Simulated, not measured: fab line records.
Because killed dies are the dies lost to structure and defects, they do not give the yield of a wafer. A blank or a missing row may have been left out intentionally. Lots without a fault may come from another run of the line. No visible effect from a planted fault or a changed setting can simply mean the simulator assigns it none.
Matching of chambers ; flow gf180mcu ; GF_PASSIVATION_CVD_02 on pecvd-01: 3 sister chambers
The step deposits Si3N4, target thk 700 nm, time 486.18 s. 16 wafers are shown with their chamber, then 8 later ones without.

## EACH WAFER AND ITS CHAMBER
wafer;chamber;heater_power_w (W)
L075.1;1;631
L075.5;2;816
L075.6;0;857
L077.1;1;608
L077.5;0;993
L077.6;2;783
L080.1;2;791
L080.4;2;819
L080.5;1;555
L081.1;2;801
L081.2;0;981
L081.6;0;1031
L083.1;1;570
L083.5;0;843
L083.6;2;695
L085.2;0;1020

SIGNATURES (averages over the wafers above)
reading;chamber 0;chamber 1;chamber 2;scatter within a chamber
heater_power_w;954.17;591.00;784.17;61
Rule: a wafer's distance from a chamber is the root of the sum, over the readings, of the square of ((its reading less the chamber's mean) divided by the reading's scatter). If the next closest chamber is less than 2 further off than the closest, the wafer can't be placed; otherwise it belongs to the closest. How the scatter is found: for the shown wafers, subtract from each reading the mean of its chamber, square and add these, divide the total by (wafers less chambers), then take the root.

## WAFERS WITHOUT THEIR CHAMBER
wafer;heater_power_w (W)
L085.4;866
L085.6;804
L087.1;723
L087.3;651
L087.6;1027
L096.1;911
L096.4;808
L096.5;584

## WHICH CHAMBER EACH WENT THROUGH
wafer;from the rows above;in truth
L085.4;can't be placed: 2 or 0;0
L085.6;2;2
L087.1;can't be placed: 2 or 1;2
L087.3;can't be placed: 1 or 2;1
L087.6;0;0
L096.1;can't be placed: 0 or 2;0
L096.4;2;2
L096.5;1;1
Placed correctly: 4 of 8. Not placeable from these rows: 4 (in 4, the candidates include the true chamber). 0 placed wrongly.
